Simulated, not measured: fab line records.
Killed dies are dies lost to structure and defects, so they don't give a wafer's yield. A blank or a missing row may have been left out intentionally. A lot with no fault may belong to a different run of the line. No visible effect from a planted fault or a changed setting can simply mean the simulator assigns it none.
Chamber matching	flow gf180mcu	4 sister chambers for GF_V2_CMP_04 on cmp-02
The step polishes SiO2. 7 wafers are shown with their chamber, then 7 later ones without.

EACH WAFER AND ITS CHAMBER
wafer	chamber	motor-current-A (A)	slurry-flow-ml-min
L807.2	3	12.0	149.2
L807.3	1	14.0	150.2
L807.6	1	14.2	149.9
L815.2	3	12.1	150.4
L815.5	0	11.3	149.9
L819.4	0	11.1	149.8
L819.5	2	11.9	149.4

WAFERS WITHOUT THEIR CHAMBER
wafer	motor-current-A (A)	slurry-flow-ml-min
L819.6	14.1	149.7
L821.2	10.6	149.7
L821.3	11.8	149.4
L821.4	12.1	149.6
L823.2	11.3	149.6
L823.5	13.4	150.0
L823.6	11.1	149.9

WHICH CHAMBER EACH ONE RAN IN
wafer	from the rows above	in truth
L819.6	1	1
L821.2	0	0
L821.3	can't be placed: 2 or 3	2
L821.4	can't be placed: 3 or 2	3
L823.2	0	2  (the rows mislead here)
L823.5	1	1
L823.6	0	0
4 of 7 placed correctly. Unplaceable from these rows: 2, with the true chamber sitting among the candidates in 2. Placed wrongly: 1.
How it was worked out, from the rows above alone: a wafer's distance from a chamber is the root of the sum, over the readings, of the square of ((its reading less the chamber's mean) divided by the reading's scatter). If the next closest chamber is less than 2 further off than the closest, the wafer can't be placed; otherwise it belongs to the closest. Each chamber's mean is taken over the wafers shown for it. The scatter is the square root of a quotient: the sum, over the shown wafers, of each reading's squared deviation from its chamber's mean, divided by wafers minus chambers.
